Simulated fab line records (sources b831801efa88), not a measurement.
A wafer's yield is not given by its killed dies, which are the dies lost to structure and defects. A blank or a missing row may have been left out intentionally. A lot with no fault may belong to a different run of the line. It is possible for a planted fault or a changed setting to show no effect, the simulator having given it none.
Tool commonality check :: flow sky130 :: Sample size 11 lots and 39 wafers

== REASON IT WAS OPENED ==
SKY_LDD_P_TW_MEAS_11, reading LDD_P_TW: flagged on 2 of 11 lots. No-fault wafers: 631, standard deviation 3.6.
Rule: a lot gets a flag if all its wafers with a number sit over 4 standard deviations from that mean, or if no wafer of it has a number. The rest of the lots are taken to be sound.

lot: L565
measured: day 18 22:45
on: filmMetro-02
LDD_P_TW, wafer by wafer: 633 630 630
flag: 

lot: L571
measured: day 22 03:34
on: filmMetro-02
LDD_P_TW, wafer by wafer: 632 632 631
flag: 

lot: L570
measured: day 22 04:15
on: filmMetro-02
LDD_P_TW, wafer by wafer: 632 632 633
flag: 

lot: L573
measured: day 22 17:31
on: filmMetro-02
LDD_P_TW, wafer by wafer: 633 629 634
flag: 

lot: L572
measured: day 22 22:55
on: filmMetro-02
LDD_P_TW, wafer by wafer: 633 636 634
flag: 

lot: L578
measured: day 24 07:59
on: filmMetro-04
LDD_P_TW, wafer by wafer: 634 637 634
flag: 

lot: L582
measured: day 25 12:26
on: filmMetro-04
LDD_P_TW, wafer by wafer: 603 607 602 602 601 603
flag: FLAGGED

lot: L585
measured: day 26 07:06
on: filmMetro-03
LDD_P_TW, wafer by wafer: 600 600 601 600 602 599
flag: FLAGGED

lot: L586
measured: day 26 16:23
on: filmMetro-03
LDD_P_TW, wafer by wafer: 630 628 629
flag: 

lot: L587
measured: day 27 01:17
on: filmMetro-03
LDD_P_TW, wafer by wafer: 625 627 627
flag: 

lot: L588
measured: day 27 06:37
on: filmMetro-02
LDD_P_TW, wafer by wafer: 630 630 634
flag: 
On average the flagged lots' numbers are 602, which is -29 against the usual, or -8 standard deviations.

== LOT BY LOT: THE TOOL USED ==
The record holds 2 process steps before the reading, out of a route of 708 steps. Read each cell as the tool, then ch plus the chambers that the sampled wafers visited, then the start.
lot: L565
flag: 
SKY_SONOS_ONO_ETCH_15: rieDiel-02 ch 0,3, day 12 15:17
SKY_LDD_P_IMPLANT_09: implanter-02 ch 0, day 18 22:30

lot: L571
flag: 
SKY_SONOS_ONO_ETCH_15: rieDiel-02 ch 0,2, day 15 06:45
SKY_LDD_P_IMPLANT_09: implanter-04 ch 0, day 22 03:19

lot: L570
flag: 
SKY_SONOS_ONO_ETCH_15: rieDiel-01 ch 0,2,3, day 15 07:26
SKY_LDD_P_IMPLANT_09: implanter-03 ch 0, day 22 04:00

lot: L573
flag: 
SKY_SONOS_ONO_ETCH_15: rieDiel-01 ch 0,2,3, day 15 23:53
SKY_LDD_P_IMPLANT_09: implanter-02 ch 0, day 22 17:16

lot: L572
flag: 
SKY_SONOS_ONO_ETCH_15: rieDiel-02 ch 0,1,3, day 16 01:21
SKY_LDD_P_IMPLANT_09: implanter-03 ch 0, day 22 22:40

lot: L578
flag: 
SKY_SONOS_ONO_ETCH_15: rieDiel-04 ch 0,1,2, day 17 12:45
SKY_LDD_P_IMPLANT_09: implanter-02 ch 0, day 24 07:44

lot: L582
flag: FLAGGED
SKY_SONOS_ONO_ETCH_15: rieDiel-02 ch 1,3, day 18 14:59
SKY_LDD_P_IMPLANT_09: implanter-02 ch 0, day 25 12:13

lot: L585
flag: FLAGGED
SKY_SONOS_ONO_ETCH_15: rieDiel-04 ch 0,2,3, day 19 13:34
SKY_LDD_P_IMPLANT_09: implanter-02 ch 0, day 26 06:51

lot: L586
flag: 
SKY_SONOS_ONO_ETCH_15: rieDiel-02 ch 2,3, day 19 22:17
SKY_LDD_P_IMPLANT_09: implanter-03 ch 0, day 26 16:08

lot: L587
flag: 
SKY_SONOS_ONO_ETCH_15: rieDiel-01 ch 1,2,3, day 20 08:52
SKY_LDD_P_IMPLANT_09: implanter-04 ch 0, day 27 01:02

lot: L588
flag: 
SKY_SONOS_ONO_ETCH_15: rieDiel-04 ch 0,1,3, day 20 11:44
SKY_LDD_P_IMPLANT_09: implanter-03 ch 0, day 27 06:23
What is done by these steps:
- SKY_SONOS_ONO_ETCH_15: etches the open film in CHF3/O2, target depth 19.52 nm, time 7.8 s.
- SKY_LDD_P_IMPLANT_09
- SKY_LDD_P_TW_MEAS_11

== FLAGGED AGAINST TOTAL, ONE TOOL AT A TIME (gauges that did the reading follow at the end) ==
step: SKY_SONOS_ONO_ETCH_15
tool: rieDiel-01
lots run: 3
flagged: 0
share of the flagged lots: none
sound lots run after its first flagged lot: -

step: SKY_SONOS_ONO_ETCH_15
tool: rieDiel-02
lots run: 5
flagged: 1
share of the flagged lots: some
sound lots run after its first flagged lot: 1 (L586)

step: SKY_SONOS_ONO_ETCH_15
tool: rieDiel-04
lots run: 3
flagged: 1
share of the flagged lots: some
sound lots run after its first flagged lot: 1 (L588)

step: SKY_LDD_P_IMPLANT_09
tool: implanter-02
lots run: 5
flagged: 2
share of the flagged lots: all
sound lots run after its first flagged lot: 0

step: SKY_LDD_P_IMPLANT_09
tool: implanter-03
lots run: 4
flagged: 0
share of the flagged lots: none
sound lots run after its first flagged lot: -

step: SKY_LDD_P_IMPLANT_09
tool: implanter-04
lots run: 2
flagged: 0
share of the flagged lots: none
sound lots run after its first flagged lot: -

step: SKY_LDD_P_TW_MEAS_11
tool: filmMetro-02
lots run: 6
flagged: 0
share of the flagged lots: none
sound lots run after its first flagged lot: -

step: SKY_LDD_P_TW_MEAS_11
tool: filmMetro-03
lots run: 3
flagged: 1
share of the flagged lots: some
sound lots run after its first flagged lot: 2 (L586,L587)

step: SKY_LDD_P_TW_MEAS_11
tool: filmMetro-04
lots run: 2
flagged: 1
share of the flagged lots: some
sound lots run after its first flagged lot: 0

== WHAT THE TABLE ALLOWS ==
1 row of the table ran every flagged lot: implanter-02 at SKY_LDD_P_IMPLANT_09.
- implanter-02 at SKY_LDD_P_IMPLANT_09 ran 5 lots, 2 of them flagged. Its last sound lot is L578 (day 24 07:44), its first flagged lot L582 (day 25 12:13): a fault that began between those two fits. Its own readings (doseIonsCm2, faradayCurrentUA) fall more than 4 standard deviations out on all wafers of the flagged lots.
One tool is left: implanter-02 at SKY_LDD_P_IMPLANT_09.

== WHAT THE SIMULATOR HAD INSERTED ==
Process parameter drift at SKY_LDD_P_IMPLANT_09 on implanter-02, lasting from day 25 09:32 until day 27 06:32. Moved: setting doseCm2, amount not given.
Lots struck among those shown: L582, L585. This agrees with what the rule above found.
